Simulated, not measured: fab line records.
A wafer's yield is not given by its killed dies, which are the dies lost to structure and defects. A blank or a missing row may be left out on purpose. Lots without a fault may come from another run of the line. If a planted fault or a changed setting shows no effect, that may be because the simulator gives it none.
fab line records + flow sky130
record
- lots=6
- wafers=18
- last_day=50
route steps=708 shown VIA1@482 METAL2@483 PAD_OPEN@708
lots untouched by any fault: they come from a run of this same line in which no faults occurred
start_h: start of the lot's first displayed wafer, in hours after the record's first day + wait_h: how many hours have passed since the lot's step before this one + " the same as in the row above + L1.1+2: several wafers, shown together as one row + - no value, or no start given + * or withheld: withheld + < > ~ a bound
route shown NAME@n: NAME is a module with steps in the file, n the number in the route of the first one + usual: mean and standard deviation over wafers with no fault + same: alike in all rows + chamber/n: place in a boat + sites: each site's reading + _std_site: their standard deviation + _edge_site: outer sites' mean less inner sites' + radius_mm: for every site, how far away it sits from the centre of the wafer + mask NAME#n: copy n + behind: the tool/chamber that last shaped the wafer + hold: the reason the lot was held/the length of the hold in hours/how it ended + device: the n, p or np transistor that did not switch + end of line: tests run on the same wafers once the route is complete + step lacking rows: just its recipe + killed: the dies lost at the first sort to structure and to defects; this is not the yield of the wafer + map: the dies of a wafer, with x for killed, . for not killed, _ for no die there
set.NAME: the run value of the setting; set.NAME@STEP: its run value at that earlier step + model.NAME: the simulator's own value behind a step, which no gauge read
certain route steps with their lots: each step a table, each wafer a row
services: when a tool's chamber went out of use (start_h, in hours from the record's first day, below 0 if earlier), for how many hours, and the reason
## steps
# step SKY_VIA1_CMP_24
# recipe
- stop_on=SiO2
- t_overpolish_s=16.01
- down_force_psi=3.5
- platen_rpm=60
- target_thk_nm=0
- pad_velocity_m_s=0.94248
# usual
- head_pressure_psi=3.501/0.0072
- motor_current_A=11.3/0.95
- overpolish_run_s=16.010/0.0094
- time_to_endpoint_s=65.9/2.9
| lot.wafer | tool   | chamber | start_h | wait_h | head_pressure_psi | motor_current_A | overpolish_run_s | time_to_endpoint_s |
|-----------|--------|---------|---------|--------|-------------------|-----------------|------------------|--------------------|
| L947.2    | cmp-01 | 0       | 842.54  | 0.0    | 3.495             | 11.1            | 16.023           | 61.3               |
| L947.3    | "      | 1       | "       | "      | 3.520             | 11.1            | 15.997           | 68.6               |
| L947.4    | "      | 2       | "       | "      | 3.511             | 13.2            | 16.014           | 58.3               |
| L950.3    | cmp-02 | 1       | 858.83  | 0.1    | 3.511             | 10.3            | 16.012           | 65.3               |
| L950.1    | "      | 2       | "       | "      | 3.501             | 12.0            | 16.010           | 66.4               |
| L950.5    | "      | 1       | "       | "      | 3.502             | 10.6            | 16.002           | 67.2               |
| L956.2    | cmp-02 | 2       | 898.36  | 0.0    | 3.508             | 12.5            | 16.003           | 65.5               |
| L956.3    | "      | 0       | "       | "      | 3.499             | 11.6            | 16.017           | 64.9               |
| L956.5    | "      | 2       | "       | "      | 3.497             | 12.3            | 16.007           | 63.6               |
| L960.1    | cmp-02 | 1       | 924.36  | 0.1    | 3.500             | 11.0            | 16.008           | 60.5               |
| L960.4    | "      | 0       | "       | "      | 3.510             | 11.7            | 16.000           | 64.3               |
| L960.6    | "      | 1       | "       | "      | 3.511             | 11.0            | 16.010           | 63.3               |
| L961.4    | cmp-01 | 3       | 928.76  | 0.0    | 3.498             | 9.7             | 16.017           | 69.3               |
| L961.2    | "      | 0       | "       | "      | 3.498             | 10.8            | 15.998           | 67.5               |
| L961.3    | "      | 1       | "       | "      | 3.504             | 10.9            | 16.020           | 70.9               |
| L966.2    | cmp-01 | 3       | 970.25  | 0.0    | 3.509             | 9.7             | 15.996           | 63.4               |
| L966.1    | "      | 0       | "       | "      | 3.499             | 11.3            | 16.011           | 65.8               |
| L966.3    | "      | 2       | "       | "      | 3.489             | 13.7            | 15.999           | 62.8               |
# step SKY_METAL2_SPUTTER_00
# recipe
- material=Ti
- target_thk_nm=15
- power_w=3000
- time_s=10
- chamber_pressure_pa=0.4
# usual
- cathode_dc_power_W=3000.1/0.59
- throttle_valve_pct=29.9/0.99
| lot.wafer | tool           | chamber | start_h | wait_h | cathode_dc_power_W | throttle_valve_pct |
|-----------|----------------|---------|---------|--------|--------------------|--------------------|
| L947.2    | pvd_sputter-03 | -       | 842.84  | 0.2    | 3000.0             | 31.0               |
| L947.3    | "              | -       | "       | "      | 2999.6             | 31.5               |
| L947.4    | "              | -       | "       | "      | 2999.8             | 28.7               |
| L950.1    | pvd_sputter-01 | -       | 859.08  | 0.1    | 3000.4             | 30.5               |
| L950.3    | "              | -       | "       | "      | 3001.1             | 29.4               |
| L950.5    | "              | -       | "       | "      | 2999.7             | 30.7               |
| L956.2    | pvd_sputter-04 | -       | 898.66  | 0.2    | 3000.2             | 28.8               |
| L956.3    | "              | -       | "       | "      | 3000.8             | 27.9               |
| L956.5    | "              | -       | "       | "      | 3000.9             | 30.1               |
| L960.1    | pvd_sputter-01 | -       | 924.66  | 0.2    | 2998.9             | 30.8               |
| L960.4    | "              | -       | "       | "      | 3000.0             | 30.7               |
| L960.6    | "              | -       | "       | "      | 3000.8             | 29.2               |
| L961.2    | pvd_sputter-01 | -       | 929.06  | 0.2    | 2999.0             | 30.5               |
| L961.3    | "              | -       | "       | "      | 3000.0             | 30.7               |
| L961.4    | "              | -       | "       | "      | 2999.6             | 29.2               |
| L966.1    | pvd_sputter-04 | -       | 970.55  | 0.2    | 3000.1             | 27.9               |
| L966.2    | "              | -       | "       | "      | 2999.9             | 30.6               |
| L966.3    | "              | -       | "       | "      | 3000.0             | 28.6               |
# step SKY_METAL2_SPUTTER_01
# recipe
- material=TiN
- target_thk_nm=20
- power_w=6500
- time_s=16.7
- chamber_pressure_pa=0.4
# step SKY_METAL2_SPUTTER_02
# recipe
- material=AlCu
- target_thk_nm=250
- power_w=10600
- time_s=13.3
- chamber_pressure_pa=0.4
# usual
- cathode_dc_power_W=10600/1.8
- throttle_valve_pct=29.9/1
| lot.wafer | tool           | chamber | start_h | wait_h | cathode_dc_power_W | throttle_valve_pct |
|-----------|----------------|---------|---------|--------|--------------------|--------------------|
| L947.2    | pvd_sputter-03 | -       | 842.89  | 0.0    | 10600              | 30.7               |
| L947.3    | "              | -       | "       | "      | 10597              | 31.1               |
| L947.4    | "              | -       | "       | "      | 10600              | 28.9               |
| L950.1    | pvd_sputter-01 | -       | 859.12  | 0.0    | 10598              | 30.5               |
| L950.3    | "              | -       | "       | "      | 10600              | 29.2               |
| L950.5    | "              | -       | "       | "      | 10604              | 30.8               |
| L956.2    | pvd_sputter-04 | -       | 898.71  | 0.0    | 10601              | 28.6               |
| L956.3    | "              | -       | "       | "      | 10601              | 27.8               |
| L956.5    | "              | -       | "       | "      | 10603              | 30.1               |
| L960.1    | pvd_sputter-01 | -       | 924.71  | 0.0    | 10603              | 30.5               |
| L960.4    | "              | -       | "       | "      | 10599              | 30.9               |
| L960.6    | "              | -       | "       | "      | 10600              | 29.4               |
| L961.2    | pvd_sputter-01 | -       | 929.11  | 0.0    | 10600              | 30.6               |
| L961.3    | "              | -       | "       | "      | 10597              | 30.8               |
| L961.4    | "              | -       | "       | "      | 10599              | 29.2               |
| L966.1    | pvd_sputter-04 | -       | 970.59  | 0.0    | 10600              | 27.8               |
| L966.2    | "              | -       | "       | "      | 10600              | 30.2               |
| L966.3    | "              | -       | "       | "      | 10603              | 28.5               |
# step SKY_METAL2_SPUTTER_03
# recipe
- material=Ti
- target_thk_nm=5
- power_w=3000
- time_s=3.3
- chamber_pressure_pa=0.4
# usual
- cathode_dc_power_W=3000.0/0.51
- throttle_valve_pct=29.9/0.98
| lot.wafer | tool           | chamber | start_h | wait_h | cathode_dc_power_W | throttle_valve_pct |
|-----------|----------------|---------|---------|--------|--------------------|--------------------|
| L947.2    | pvd_sputter-03 | -       | 842.91  | 0.0    | 2999.8             | 30.8               |
| L947.3    | "              | -       | "       | "      | 3000.0             | 31.0               |
| L947.4    | "              | -       | "       | "      | 2999.8             | 28.7               |
| L950.1    | pvd_sputter-01 | -       | 859.15  | 0.0    | 2999.4             | 30.6               |
| L950.3    | "              | -       | "       | "      | 3000.5             | 29.4               |
| L950.5    | "              | -       | "       | "      | 2999.6             | 30.9               |
| L956.2    | pvd_sputter-04 | -       | 898.73  | 0.0    | 3000.1             | 28.7               |
| L956.3    | "              | -       | "       | "      | 3000.0             | 27.6               |
| L956.5    | "              | -       | "       | "      | 3000.7             | 30.4               |
| L960.1    | pvd_sputter-01 | -       | 924.74  | 0.0    | 3000.0             | 30.6               |
| L960.4    | "              | -       | "       | "      | 2999.7             | 30.8               |
| L960.6    | "              | -       | "       | "      | 3000.5             | 29.4               |
| L961.2    | pvd_sputter-01 | -       | 929.13  | 0.0    | 2999.6             | 30.8               |
| L961.3    | "              | -       | "       | "      | 3000.2             | 30.7               |
| L961.4    | "              | -       | "       | "      | 3001.1             | 29.4               |
| L966.1    | pvd_sputter-04 | -       | 970.62  | 0.0    | 3000.0             | 27.8               |
| L966.2    | "              | -       | "       | "      | 3000.2             | 30.0               |
| L966.3    | "              | -       | "       | "      | 3000.7             | 28.9               |
# step SKY_METAL2_SPUTTER_04
# recipe
- material=TiN
- target_thk_nm=70
- power_w=6500
- time_s=58.3
- chamber_pressure_pa=0.4
# usual
- cathode_dc_power_W=6500.0/1.1
- throttle_valve_pct=30.0/1
| lot.wafer | tool           | chamber | start_h | wait_h | cathode_dc_power_W | throttle_valve_pct |
|-----------|----------------|---------|---------|--------|--------------------|--------------------|
| L947.2    | pvd_sputter-03 | -       | 842.93  | 0.0    | 6500.0             | 30.8               |
| L947.3    | "              | -       | "       | "      | 6500.0             | 31.2               |
| L947.4    | "              | -       | "       | "      | 6503.6             | 28.6               |
| L950.1    | pvd_sputter-01 | -       | 859.17  | 0.0    | 6500.8             | 30.6               |
| L950.3    | "              | -       | "       | "      | 6499.2             | 29.3               |
| L950.5    | "              | -       | "       | "      | 6499.9             | 30.8               |
| L956.2    | pvd_sputter-04 | -       | 898.75  | 0.0    | 6500.7             | 28.8               |
| L956.3    | "              | -       | "       | "      | 6498.4             | 27.9               |
| L956.5    | "              | -       | "       | "      | 6500.1             | 30.2               |
| L960.1    | pvd_sputter-01 | -       | 924.75  | 0.0    | 6498.5             | 30.6               |
| L960.4    | "              | -       | "       | "      | 6501.6             | 30.5               |
| L960.6    | "              | -       | "       | "      | 6500.6             | 29.4               |
| L961.2    | pvd_sputter-01 | -       | 929.15  | 0.0    | 6499.6             | 30.7               |
| L961.3    | "              | -       | "       | "      | 6501.3             | 30.7               |
| L961.4    | "              | -       | "       | "      | 6500.0             | 29.1               |
| L966.1    | pvd_sputter-04 | -       | 970.64  | 0.0    | 6501.0             | 27.7               |
| L966.2    | "              | -       | "       | "      | 6499.9             | 30.0               |
| L966.3    | "              | -       | "       | "      | 6500.2             | 28.7               |
# step SKY_METAL2_RS_MEAS_05
# recipe
- thk_meas_gauge=four-point-probe
- reads=TiN_of_METAL2_SPUTTER_04+Ti_of_METAL2_SPUTTER_03+AlCu_of_METAL2_SPUTTER_02+TiN_of_METAL2_SPUTTER_01+Ti_of_METAL2_SPUTTER_00
# usual
- METAL2_ALCU_RS=0.1268/0.0013
| lot.wafer | tool          | chamber | start_h | wait_h | METAL2_ALCU_RS[ohm/sq] |
|-----------|---------------|---------|---------|--------|------------------------|
| L947.2    | film_metro-01 | -       | 843.02  | 0.1    | 0.1263                 |
| L947.3    | "             | -       | "       | "      | 0.1265                 |
| L947.4    | "             | -       | "       | "      | 0.1270                 |
| L950.1    | film_metro-01 | -       | 859.22  | 0.0    | 0.1256                 |
| L950.3    | "             | -       | "       | "      | 0.1263                 |
| L950.5    | "             | -       | "       | "      | 0.1255                 |
| L956.2    | film_metro-04 | -       | 898.82  | 0.0    | 0.1272                 |
| L956.3    | "             | -       | "       | "      | 0.1272                 |
| L956.5    | "             | -       | "       | "      | 0.1259                 |
| L960.1    | film_metro-03 | -       | 924.80  | 0.0    | 0.1298                 |
| L960.4    | "             | -       | "       | "      | 0.1255                 |
| L960.6    | "             | -       | "       | "      | 0.1280                 |
| L961.2    | film_metro-04 | -       | 929.22  | 0.0    | 0.1246                 |
| L961.3    | "             | -       | "       | "      | 0.1267                 |
| L961.4    | "             | -       | "       | "      | 0.1273                 |
| L966.1    | film_metro-04 | -       | 970.69  | 0.0    | 0.1243                 |
| L966.2    | "             | -       | "       | "      | 0.1240                 |
| L966.3    | "             | -       | "       | "      | 0.1256                 |
# step SKY_METAL2_THK_MEAS_06
# recipe
- thk_meas_gauge=xrf
- reads=AlCu_of_METAL2_SPUTTER_02
# usual
- METAL2_ALCU_THK=253/3.1
| lot.wafer | tool          | chamber | start_h | wait_h | METAL2_ALCU_THK[nm] |
|-----------|---------------|---------|---------|--------|---------------------|
| L947.2    | film_metro-01 | -       | 843.13  | 0.1    | 256                 |
| L947.3    | "             | -       | "       | "      | 254                 |
| L947.4    | "             | -       | "       | "      | 254                 |
| L950.1    | film_metro-01 | -       | 859.34  | 0.1    | 256                 |
| L950.3    | "             | -       | "       | "      | 254                 |
| L950.5    | "             | -       | "       | "      | 258                 |
| L956.2    | film_metro-04 | -       | 898.93  | 0.1    | 252                 |
| L956.3    | "             | -       | "       | "      | 251                 |
| L956.5    | "             | -       | "       | "      | 253                 |
| L960.1    | film_metro-03 | -       | 924.92  | 0.1    | 248                 |
| L960.4    | "             | -       | "       | "      | 255                 |
| L960.6    | "             | -       | "       | "      | 250                 |
| L961.2    | film_metro-04 | -       | 929.33  | 0.1    | 255                 |
| L961.3    | "             | -       | "       | "      | 251                 |
| L961.4    | "             | -       | "       | "      | 251                 |
| L966.1    | film_metro-04 | -       | 970.81  | 0.1    | 257                 |
| L966.2    | "             | -       | "       | "      | 259                 |
| L966.3    | "             | -       | "       | "      | 256                 |
# step SKY_METAL2_DEHYDRATE_07
# recipe
- temp_c=200
- time_s=60
# step SKY_METAL2_HMDS_08
# recipe
- prime_time_s=60
- prime_temp_c=120
# step SKY_METAL2_COAT_09
# recipe
- resist=BARC
- temp_c=withheld
- time_s=withheld
- spin_rpm=3000
- resist_thk_nm=60
# step SKY_METAL2_COAT_10
# recipe
- resist=KrF-thick
- spin_rpm=3000
- resist_thk_nm=450
# step SKY_METAL2_SOFTBAKE_11
# recipe
- temp_c=100
- time_s=90
- resist=KrF-thick
# usual
- heater_power_total_W=57.34/0.11
- plate_temp_C=100.03/0.12
| lot.wafer | tool           | chamber | start_h | wait_h | heater_power_total_W | plate_temp_C |
|-----------|----------------|---------|---------|--------|----------------------|--------------|
| L947.2    | litho_track-03 | 0       | 855     | -      | 57.96                | 101.13       |
| L947.3    | "              | 0       | "       | "      | 58.21                | 101.13       |
| L947.4    | "              | 0       | "       | "      | 58.00                | 101.13       |
| L950.1    | litho_track-03 | 0       | 871     | -      | 58.09                | 101.05       |
| L950.3    | "              | 0       | "       | "      | 58.32                | 101.07       |
| L950.5    | "              | 0       | 872     | -      | 58.14                | 101.22       |
| L956.2    | litho_track-01 | 0       | 911     | -      | 57.47                | 100.01       |
| L956.3    | "              | 0       | "       | "      | 57.27                | 100.08       |
| L956.5    | "              | 0       | "       | "      | 57.42                | 100.02       |
| L960.1    | litho_track-03 | 0       | 936     | -      | 57.53                | 99.88        |
| L960.4    | "              | 0       | "       | "      | 57.41                | 100.07       |
| L960.6    | "              | 0       | "       | "      | 57.31                | 100.07       |
| L961.2    | litho_track-03 | 0       | 941     | -      | 57.41                | 100.07       |
| L961.3    | "              | 0       | "       | "      | 57.17                | 99.89        |
| L961.4    | "              | 0       | 942     | -      | 57.55                | 99.91        |
| L966.1    | litho_track-03 | 0       | 981     | -      | 57.41                | 100.15       |
| L966.2    | "              | 0       | "       | "      | 57.19                | 100.17       |
| L966.3    | "              | 0       | "       | "      | 57.21                | 100.23       |
# step SKY_METAL2_EXPOSE_12
# recipe
- mask_id=MM2
- na=0.8
- source_shape=annular
- sigma_inner=0.55
- sigma_outer=0.85
- target_cd_nm=140
- dose_mj=28
# step SKY_PAD_OPEN_PROBE_99
# usual
- defect_limited_yield=81.8/2
- killed_at_M0_to_M3=44/7.5
- killed_at_M4_up=3.3/1.8
- killed_at_contacts=25/5.9
- killed_at_front_end=16/4.7
- killed_at_other=0.3/0.52
- killed_dies=89/9.9
- killed_open=49/7.8
- killed_short=40/5.8
- sort_bin_3_pad_short=0.9/0.43
- sort_bin_5_function=10.8/1.5
- sort_bin_6_memory=6.4/1.1
- sort_n_pass=403/9.9
- sort_yield_pct=81.8/2
# same
- gross_dies=492
- killed_at_back_side=0
- sort_bin_4_leakage[%]=0
- sort_bin_8_speed[%]=0
| lot.wafer | tool      | chamber | start_h | wait_h | defect_limited_yield[%] | killed_at_M0_to_M3 | killed_at_M4_up | killed_at_contacts | killed_at_front_end | killed_at_other | killed_dies | killed_open | killed_short | sort_bin_3_pad_short[%] | sort_bin_5_function[%] | sort_bin_6_memory[%] | sort_n_pass | sort_yield_pct[%] |
|-----------|-----------|---------|---------|--------|-------------------------|--------------------|-----------------|--------------------|---------------------|-----------------|-------------|-------------|--------------|-------------------------|------------------------|----------------------|-------------|-------------------|
| L960.1    | prober-02 | -       | 1174.21 | 0.1    | 82.9                    | 52                 | 1               | 18                 | 13                  | 0               | 84          | 50          | 34           | 1.6                     | 9.3                    | 6.1                  | 408         | 82.9              |
| L960.4    | prober-02 | -       | 1174.36 | 0.2    | 81.7                    | 44                 | 4               | 26                 | 16                  | 0               | 90          | 40          | 50           | 1.6                     | 10.2                   | 6.5                  | 402         | 81.7              |
| L960.6    | prober-02 | -       | 1174.46 | 0.2    | 85.6                    | 32                 | 4               | 21                 | 13                  | 1               | 71          | 37          | 34           | 0.4                     | 8.7                    | 5.3                  | 421         | 85.6              |
| L966.1    | prober-01 | -       | 1203.97 | 0.1    | 79.7                    | 49                 | 2               | 29                 | 20                  | 0               | 100         | 65          | 35           | 1.4                     | 12.6                   | 6.3                  | 392         | 79.7              |
| L966.2    | prober-01 | -       | 1204.02 | 0.1    | 79.3                    | 52                 | 2               | 24                 | 21                  | 3               | 102         | 63          | 38           | 0.4                     | 14.2                   | 6.1                  | 390         | 79.3              |
| L966.3    | prober-01 | -       | 1204.07 | 0.2    | 81.3                    | 44                 | 7               | 30                 | 11                  | 0               | 92          | 61          | 31           | 0.4                     | 12.2                   | 6.1                  | 400         | 81.3              |
# killed by level:class
L960.1 VIA1:geometric_particle:open=13 VIA3:geometric_particle:open=8 LI_CONTACT:geometric_particle:open=7 CONTACT:geometric_particle:open=7 METAL2:geometric_particle:short=7 METAL1:geometric_particle:short=7 POLY_GATE:geometric_particle:short=5 VIA2:geometric_particle:open=5
L960.4 VIA1:geometric_particle:open=13 CONTACT:geometric_particle:open=12 LOCAL_INTERCONNECT:geometric_particle:short=9 FIELD_ISO:geometric_particle:short=8 METAL2:geometric_particle:short=8 VIA3:geometric_particle:short=5 VIA3:geometric_particle:open=5 METAL1:geometric_particle:short=4
L960.6 VIA1:geometric_particle:open=11 METAL3:geometric_particle:short=6 CONTACT:geometric_particle:open=5 POLY_GATE:geometric_particle:short=4 LI_CONTACT:geometric_particle:short=4 VIA1:geometric_particle:short=4 VIA2:geometric_particle:open=4 FIELD_ISO:geometric_particle:open=3
L966.1 CONTACT:geometric_particle:open=12 VIA1:geometric_particle:open=11 VIA2:geometric_particle:open=10 VIA3:geometric_particle:open=8 LI_CONTACT:geometric_particle:open=7 FIELD_ISO:geometric_particle:short=5 FIELD_ISO:geometric_particle:open=5 CONTACT:geometric_particle:short=5
L966.2 VIA1:geometric_particle:open=14 LI_CONTACT:geometric_particle:open=12 VIA2:geometric_particle:open=12 VIA1:geometric_particle:short=8 FIELD_ISO:geometric_particle:open=7 VIA3:geometric_particle:open=7 FIELD_ISO:geometric_particle:short=6 POLY_GATE:geometric_particle:open=4
L966.3 CONTACT:geometric_particle:open=13 VIA2:geometric_particle:open=10 LI_CONTACT:geometric_particle:open=9 VIA1:geometric_particle:open=9 VIA3:geometric_particle:open=9 FIELD_ISO:geometric_particle:open=4 LOCAL_INTERCONNECT:geometric_particle:short=4 METAL1:geometric_particle:short=4
## services
| tool           | chamber | start_h | hours | kind                           |
|----------------|---------|---------|-------|--------------------------------|
| pvd_sputter-03 | -       | 830.00  | 3.5   | repair                         |
| cmp-02         | -       | 848.60  | 5.0   | pm                             |
| cmp-01         | -       | 880.59  | 1.3   | repair                         |
| cmp-02         | -       | 912.37  | 4.0   | pm                             |
| cmp-02         | -       | 914.12  | 1.3   | repair                         |
| cmp-02         | -       | 916.37  | -     | consumable_replace:conditioner |
| cmp-02         | -       | 916.37  | -     | consumable_replace:pad         |
| pvd_sputter-04 | -       | 921.83  | 1.7   | repair                         |
| pvd_sputter-04 | -       | 942.29  | 3.1   | repair                         |
| cmp-01         | -       | 961.76  | 6.2   | pm                             |
| cmp-02         | -       | 976.88  | 5.7   | repair                         |
## key
first_sign
- step=SKY_METAL2_SOFTBAKE_11
- reading=plate_temp_C
- direction=up
- sigmas=9.4
- usual=*
- struck=*
effect
- step=SKY_METAL2_SOFTBAKE_11
- reading=heater_power_total_W
- direction=up
- sigmas=6.9
- usual=*
- struck=*
met_at SKY_METAL2_SOFTBAKE_11
struck_wafers L947.2,L947.3,L947.4,L950.1,L950.3,L950.5
fault
- kind=process_parameter_drift
- tool=litho_track-03
- chamber=-
- onset_h=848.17
- steps=SKY_METAL2_SOFTBAKE_11
- channel=temp_c
- offset=*
- shape=step
- end_h=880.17
- acts_in=*
- stated=*
